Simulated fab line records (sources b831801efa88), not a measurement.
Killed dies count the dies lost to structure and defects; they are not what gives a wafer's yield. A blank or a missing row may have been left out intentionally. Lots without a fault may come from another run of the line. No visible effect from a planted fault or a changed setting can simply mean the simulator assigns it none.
A lot that was struck, set against a sound lot ; flow sky130 ; 18 steps out of a route of 708
Sound: wafers L521.3, L521.4, L521.6. Wafers struck: L530.1, L530.2, L530.4. The cause comes at the end.
For every step that has rows: the tool of each side, followed by ch and its chambers, followed by its first start. Under that, the readings that differ: sound wafers ; struck wafers ; difference of the means ; sigmas: that difference in standard deviations of wafers without a fault.
alike: same words and numbers on both sides, and readings whose means sit less than 2 such deviations apart. not compared: any withheld reading, any reading some wafer has no value for, any bound like >300 that may hide the same value, and any number with overlapping values for which the record gives no deviation.
A row with sigmas, a row that says differs or no value, or rows on one side alone: a step with any of these is where the two part. Numbers that don't overlap but have no deviation are shown without sigmas and don't part them. Lack of a reading on every wafer of one side parts them only where that side has two or more wafers.

SKY_LDD_HVP_STRIP_09: strips in O2/N2.
  sound on plasma-asher-02 ch 0,1, day 22 06:05; struck on plasma-asher-04 ch 0,1, day 25 18:13
  alike: drypump-motor-current-A, oes-product-au, strip-time-to-endpoint-s
  not compared: rf-hours-counter-h
SKY_LDD_HVP_TW_MEAS_10:
  struck on film-metro-04, day 25 18:19; sound on film-metro-03, day 22 06:11
  alike: LDD_HVP_TW
then, 7 steps without rows for these wafers: SKY_LDD_LDN_DEHYDRATE_00 (time 60 s); SKY_LDD_LDN_HMDS_01 (prime time 60 s); SKY_LDD_LDN_COAT_02 (resist thk 1140 nm); SKY_LDD_LDN_SOFTBAKE_03 (time 60 s); SKY_LDD_LDN_EXPOSE_04 (exposes mask LDNTM, target cd 700 nm); SKY_LDD_LDN_PEB_05; SKY_LDD_LDN_DEVELOP_06 (develop time 60 s).
SKY_LDD_LDN_OVL_MEAS_07:
  struck on overlay-01, day 26 22:31; sound on overlay-01, day 23 12:26
  alike: LDD_LDN_OVL
then, 2 steps without rows for these wafers: SKY_LDD_LDN_IMPLANT_08; SKY_LDD_LDN_IMPLANT_09.
SKY_LDD_LDN_IMPLANT_10:
  sound on implanter-01 ch 0, day 23 12:49; struck on implanter-03 ch 0, day 26 23:10
then, 1 step without rows for these wafers: SKY_LDD_LDN_IMPLANT_11.
SKY_LDD_LDN_STRIP_12: strips in O2/N2.
  sound on plasma-asher-01 ch 0,1, day 23 13:06; struck on plasma-asher-01 ch 0,1, day 26 23:28
  alike: drypump-motor-current-A, oes-product-au, strip-time-to-endpoint-s
  not compared: rf-hours-counter-h
SKY_LDD_LDN_TW_MEAS_13:
  struck on film-metro-02, day 26 23:34; sound on film-metro-01, day 23 13:11
reading;sound;struck;difference;sigmas
LDD_LDN_TW;1481 1482 1486;1572 1587 1578;+96;+17
then, 1 step without rows for these wafers: SKY_LDD_LDN_CLEAN_14 (cleans in SC1/SC2, time 150 s).
-- a jump in the record: the struck wafers' starts before and after are 22 days apart (it breaks off in module LDD_LDN and resumes in module PAD_OPEN, where the first step shown is number 708 of the route) --
SKY_PAD_OPEN_PROBE_99:
  struck on prober-02, day 48 19:43; sound on prober-01, day 46 09:17
reading;sound;struck;difference;sigmas
model.etest.tip-sonos.rs-ohm-sq;2623 2628 2617;2329 2341 2370;-276;
  alike: killed_at_M0_to_M3, killed_at_M4_up, killed-at-contacts, killed-at-front-end, killed-at-other, killed-dies, killed-open, killed-short

== WHERE THEY PART ==
Only at SKY_LDD_LDN_TW_MEAS_13, within this record. Later steps at which nothing parts them and some readings are alike: SKY_PAD_OPEN_PROBE_99.

WHY: the cause the simulator had injected
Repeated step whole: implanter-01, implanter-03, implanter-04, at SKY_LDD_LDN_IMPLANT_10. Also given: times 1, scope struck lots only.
